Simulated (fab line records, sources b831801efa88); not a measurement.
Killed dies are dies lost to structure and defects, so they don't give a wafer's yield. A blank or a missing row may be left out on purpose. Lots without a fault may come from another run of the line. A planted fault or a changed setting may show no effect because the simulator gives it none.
Which tool did it? | flow gf180mcu | 13 lots, 39 wafers sampled, at 5 steps of a route of 602

WHAT THE GAUGES READ, wafer by wafer
GF_VT_IMPLANT_RS_MEAS_46: measures by four-point-probe.
lot  | measured     | on            | MVSD_RS (ohm/sq)
L513 | day 8 00:59  | film_metro-03 | 455.5 456.8 457.1
L514 | day 8 10:27  | film_metro-04 | 458.8 459.2 457.5
L515 | day 8 10:35  | film_metro-02 | 457.5 457.3 456.9
L524 | day 10 14:51 | film_metro-04 | 456.2 456.8 457.0
L525 | day 10 21:23 | film_metro-03 | 457.2 457.4 458.2
L526 | day 11 05:32 | film_metro-03 | 457.0 458.8 457.5
L527 | day 11 10:27 | film_metro-04 | 457.5 457.5 456.4
L529 | day 12 01:12 | film_metro-02 | 457.5 456.1 455.7
L532 | day 12 22:27 | film_metro-04 | 455.2 456.6 456.7
L533 | day 13 02:27 | film_metro-04 | 456.6 456.2 455.9
L534 | day 13 15:27 | film_metro-03 | 457.8 458.0 457.8
L535 | day 13 16:31 | film_metro-02 | 456.9 457.4 457.2
L536 | day 14 00:20 | film_metro-02 | 455.9 454.8 456.0

GF_POLY_GATE_THK_MEAS_01.
lot  | measured     | on            | POLY_GATE_CVD_00_THK (nm)
L513 | day 8 21:57  | film_metro-01 | 201.0 200.4 199.6
L514 | day 9 07:59  | film_metro-03 | 200.0 201.4 198.8
L515 | day 9 09:19  | film_metro-02 | 201.7 202.3 201.6
L524 | day 11 18:38 | film_metro-01 | 274.1 273.3 271.5
L525 | day 12 00:14 | film_metro-03 | 199.1 199.3 201.5
L526 | day 12 05:34 | film_metro-03 | 197.2 197.1 197.6
L527 | day 12 11:34 | film_metro-03 | 199.2 199.4 198.4
L529 | day 13 01:56 | film_metro-02 | 197.1 196.6 198.6
L532 | day 14 00:39 | film_metro-03 | 196.8 196.4 197.1
L533 | day 14 07:23 | film_metro-03 | 202.3 199.9 200.9
L534 | day 14 17:24 | film_metro-02 | 200.9 198.5 199.4
L535 | day 14 20:13 | film_metro-01 | 200.1 200.2 199.9
L536 | day 15 03:55 | film_metro-01 | 201.8 200.4 201.8

WHICH TOOL RAN EACH LOT (tool, then ch and the chambers of the sampled wafers, then the start)
lot  | GF_VT_IMPLANT_STRIP_42               | GF_VT_IMPLANT_RTA_45             | GF_POLY_GATE_CVD_00
L513 | plasma_asher-02 ch 0, day 8 00:40    | rtp_anneal-02 ch 0, day 8 00:53  | lpcvd-02 ch 1, day 8 20:37
L514 | plasma_asher-04 ch 0,1, day 8 10:07  | rtp_anneal-02 ch 0, day 8 10:21  | lpcvd-01 ch 1, day 9 06:38
L515 | plasma_asher-04 ch 0,1, day 8 10:16  | rtp_anneal-02 ch 0, day 8 10:29  | lpcvd-01 ch 0, day 9 07:58
L524 | plasma_asher-02 ch 1, day 10 14:29   | rtp_anneal-02 ch 0, day 10 14:45 | lpcvd-02 ch 0, day 11 16:38
L525 | plasma_asher-02 ch 0,1, day 10 21:04 | rtp_anneal-01 ch 0, day 10 21:17 | lpcvd-02 ch 1, day 11 22:13
L526 | plasma_asher-02 ch 0,1, day 11 05:13 | rtp_anneal-01 ch 0, day 11 05:26 | lpcvd-01 ch 0, day 12 04:14
L527 | plasma_asher-04 ch 0,1, day 11 10:08 | rtp_anneal-02 ch 0, day 11 10:21 | lpcvd-01 ch 0, day 12 10:14
L529 | plasma_asher-02 ch 0,1, day 12 00:53 | rtp_anneal-02 ch 0, day 12 01:06 | lpcvd-01 ch 0, day 13 00:37
L532 | plasma_asher-03 ch 0,1, day 12 22:08 | rtp_anneal-02 ch 0, day 12 22:21 | lpcvd-01 ch 1, day 13 23:19
L533 | plasma_asher-03 ch 0,1, day 13 02:08 | rtp_anneal-02 ch 0, day 13 02:21 | lpcvd-02 ch 0, day 14 06:02
L534 | plasma_asher-03 ch 0,1, day 13 15:05 | rtp_anneal-01 ch 0, day 13 15:21 | lpcvd-01 ch 0, day 14 16:04
L535 | plasma_asher-03 ch 0,1, day 13 16:11 | rtp_anneal-01 ch 0, day 13 16:25 | lpcvd-01 ch 0, day 14 18:52
L536 | plasma_asher-03 ch 0, day 13 23:58   | rtp_anneal-01 ch 0, day 14 00:14 | lpcvd-01 ch 1, day 15 02:34
- GF_VT_IMPLANT_STRIP_42: strips in O2/N2.
- GF_VT_IMPLANT_RTA_45: time 30 s.
- GF_POLY_GATE_CVD_00: deposits poly-Si, target thk 200 nm, time 1200 s.

WHAT THE TOOLS THEMSELVES READ (means of the sampled wafers that have a number; where no wafer has one, the mark that the record gives instead)
GF_VT_IMPLANT_STRIP_42.
lot  | tool            | drypump_motor_current_A (A) | heater_power_w (W) | oes_product_au (a.u.) | strip_time_to_endpoint_s (s)
L513 | plasma_asher-02 | 6.0                         | 307                | 0.717                 | 12.60
L514 | plasma_asher-04 | 5.8                         | 303                | 0.709                 | 12.64
L515 | plasma_asher-04 | 5.5                         | 296                | 0.714                 | 12.64
L524 | plasma_asher-02 | 5.7                         | 348                | 0.710                 | 12.65
L525 | plasma_asher-02 | 5.9                         | 326                | 0.719                 | 12.62
L526 | plasma_asher-02 | 5.8                         | 337                | 0.715                 | 12.63
L527 | plasma_asher-04 | 5.8                         | 309                | 0.713                 | 12.61
L529 | plasma_asher-02 | 5.9                         | 319                | 0.717                 | 12.61
L532 | plasma_asher-03 | 6.3                         | 334                | 0.716                 | 12.63
L533 | plasma_asher-03 | 6.4                         | 332                | 0.716                 | 12.66
L534 | plasma_asher-03 | 6.2                         | 327                | 0.715                 | 12.63
L535 | plasma_asher-03 | 6.3                         | 338                | 0.716                 | 12.62
L536 | plasma_asher-03 | 6.5                         | 338                | 0.716                 | 12.63

GF_VT_IMPLANT_RTA_45.
lot  | tool          | lamp_power_pct (%) | wafer_temp_C_max
L513 | rtp_anneal-02 | 35.2               | 1058.7
L514 | rtp_anneal-02 | 35.2               | 1056.0
L515 | rtp_anneal-02 | 35.2               | 1057.8
L524 | rtp_anneal-02 | 35.3               | 1056.9
L525 | rtp_anneal-01 | 36.4               | 1055.0
L526 | rtp_anneal-01 | 36.4               | 1055.5
L527 | rtp_anneal-02 | 35.3               | 1057.8
L529 | rtp_anneal-02 | 35.2               | 1056.4
L532 | rtp_anneal-02 | 35.2               | 1058.4
L533 | rtp_anneal-02 | 35.2               | 1058.9
L534 | rtp_anneal-01 | 36.4               | 1056.1
L535 | rtp_anneal-01 | 36.4               | 1055.5
L536 | rtp_anneal-01 | 36.4               | 1055.4

GF_POLY_GATE_CVD_00.
lot  | tool     | pressure_mtorr (mTorr) | zone_power_top_pct (%)
L513 | lpcvd-02 | 199.8                  | 17.6
L514 | lpcvd-01 | 200.3                  | 20.7
L515 | lpcvd-01 | 200.2                  | 17.5
L524 | lpcvd-02 | 200.2                  | 21.1
L525 | lpcvd-02 | 200.1                  | 17.8
L526 | lpcvd-01 | 199.8                  | 17.8
L527 | lpcvd-01 | 200.1                  | 17.8
L529 | lpcvd-01 | 200.0                  | 17.8
L532 | lpcvd-01 | 200.4                  | 20.7
L533 | lpcvd-02 | 200.1                  | 21.1
L534 | lpcvd-01 | 199.6                  | 17.8
L535 | lpcvd-01 | 199.4                  | 17.7
L536 | lpcvd-01 | 200.3                  | 20.5

THE ANSWER, worked out from the rows above alone
Rule: what is usual is taken from the lots themselves. Put in order of their means at a reading, lots are off if they are a third of the lots or fewer, leave a main group of 4 or more, and stand apart from it by a gap of 3 or more times the standard deviation of the main group's means; of several such gaps the widest counts. A main group whose means are all the same, to the digits that the tables above print for the reading, isn't used. A lot without any number at a reading at which 4 lots or more have one is off too. The other lots that the step has rows for count as sound. The gauges are gone through in route order, then the tools' own readings, and for those a lot's mean is taken as printed above. The first step at which some lot is off is used, and at that step the reading that is off furthest; a lot without a number counts as furthest.
Off: L524, at GF_POLY_GATE_THK_MEAS_01 (POLY_GATE_CVD_00_THK). The main group: mean 199.6 nm, standard deviation 1.6.
A tool fits if, at a process step before that reading, it ran every lot that is off, and no sound lot after the first of them. The gauges at GF_POLY_GATE_THK_MEAS_01 are tried like those tools. None of those tried fits.

WHAT THE SIMULATOR HAD PUT IN
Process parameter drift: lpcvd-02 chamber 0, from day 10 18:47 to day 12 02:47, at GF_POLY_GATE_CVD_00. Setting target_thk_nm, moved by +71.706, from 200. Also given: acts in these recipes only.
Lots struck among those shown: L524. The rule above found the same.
